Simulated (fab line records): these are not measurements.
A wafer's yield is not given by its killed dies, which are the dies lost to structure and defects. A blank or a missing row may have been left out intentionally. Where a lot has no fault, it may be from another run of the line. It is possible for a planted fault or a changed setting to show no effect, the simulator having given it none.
Comparing a struck lot with a sound one -- flow sky130 -- 15 out of 708 route steps
Sound: these wafers, L973.1, L973.2, L973.3. Struck: wafers L971.4, L971.6. (L971.1 of the same lot was not struck and is left out.) The cause comes at the end.
For every step that has rows: the tool of each side, followed by ch and its chambers, followed by its first start. Under that, the readings that differ: sound wafers -- struck wafers -- difference of the means -- sigmas: that difference in standard deviations of wafers without a fault.
alike: same words and numbers on both sides, and readings whose means sit less than 2 such deviations apart. not compared: any withheld reading, any reading some wafer has no value for, any bound like >300 that may hide the same value, and any number with overlapping values for which the record gives no deviation.
The two part at a step that has a row with sigmas, a row that says differs or no value, or rows on one side only. When numbers do not overlap yet have no deviation, they are printed without sigmas and do not part them. Lack of a reading on every wafer of one side parts them only where that side has two or more wafers.

first, 5 steps without rows for these wafers: SKY_VT_ADJUST_LVTN_COAT_02 (resist thk 3000 nm); SKY_VT_ADJUST_LVTN_SOFTBAKE_03; SKY_VT_ADJUST_LVTN_EXPOSE_04 (exposes mask NWM COMPLEMENT LESS NATIVE, target cd 840 nm); SKY_VT_ADJUST_LVTN_PEB_05; SKY_VT_ADJUST_LVTN_DEVELOP_06 (develop time 60 s).
SKY_VT_ADJUST_LVTN_OVL_MEAS_07:
  sound: overlay-02 at day 9 09:32; struck: overlay-01 at day 9 00:05
  alike: VT_ADJUST_LVTN_OVL
next, for these wafers, 1 step has no rows: SKY_VT_ADJUST_LVTN_IMPLANT_08.
SKY_VT_ADJUST_LVTN_STRIP_09: strips in O2/N2.
  sound on plasmaAsher-01 ch 0,1, day 9 09:43; struck on plasmaAsher-04 ch 0,1, day 9 00:16
  alike: drypumpMotorCurrentA, n2FlowSccm, oesProductAu, stripTimeToEndpointS
  not compared: rfHoursCounterH
SKY_VT_ADJUST_LVTN_TW_MEAS_10:
  sound: filmMetro-03 at day 9 09:49; struck: filmMetro-02 at day 9 00:22
reading,sound,struck,difference,sigmas
VT_ADJUST_LVTN_TW,239.2 238.5 239.2,243.2 242.1,+3.7,+2
then, 3 steps without rows for these wafers: SKY_VT_ADJUST_LVTN_DEHYDRATE_11 (time 60 s); SKY_VT_ADJUST_LVTN_HMDS_12 (prime time 60 s); SKY_VT_ADJUST_LVTN_COAT_13 (resist thk 1140 nm).
SKY_VT_ADJUST_LVTN_SOFTBAKE_14: time 60 s.
  sound on lithoTrack-04 ch 0, day 9 20:31; struck on lithoTrack-03 ch 0, day 9 09:52
reading,sound,struck,difference,sigmas
runLengthS (s),89.08 89.02 89.09,96.01 96.01,+6.95,+33
  alike: resistLineTempC
then, 1 step without rows for these wafers: SKY_VT_ADJUST_LVTN_EXPOSE_15 (exposes mask HVN STD DERIVED, target cd 600 nm).
SKY_PAD_OPEN_PROBE_99:
  rows exist in the record for the sound wafers here (prober-02, day 48 01:52), none for the struck ones

WHERE THEY PART
Last at SKY_PAD_OPEN_PROBE_99 as far as this record goes, first at SKY_VT_ADJUST_LVTN_TW_MEAS_10.

WHY: the cause the simulator had injected
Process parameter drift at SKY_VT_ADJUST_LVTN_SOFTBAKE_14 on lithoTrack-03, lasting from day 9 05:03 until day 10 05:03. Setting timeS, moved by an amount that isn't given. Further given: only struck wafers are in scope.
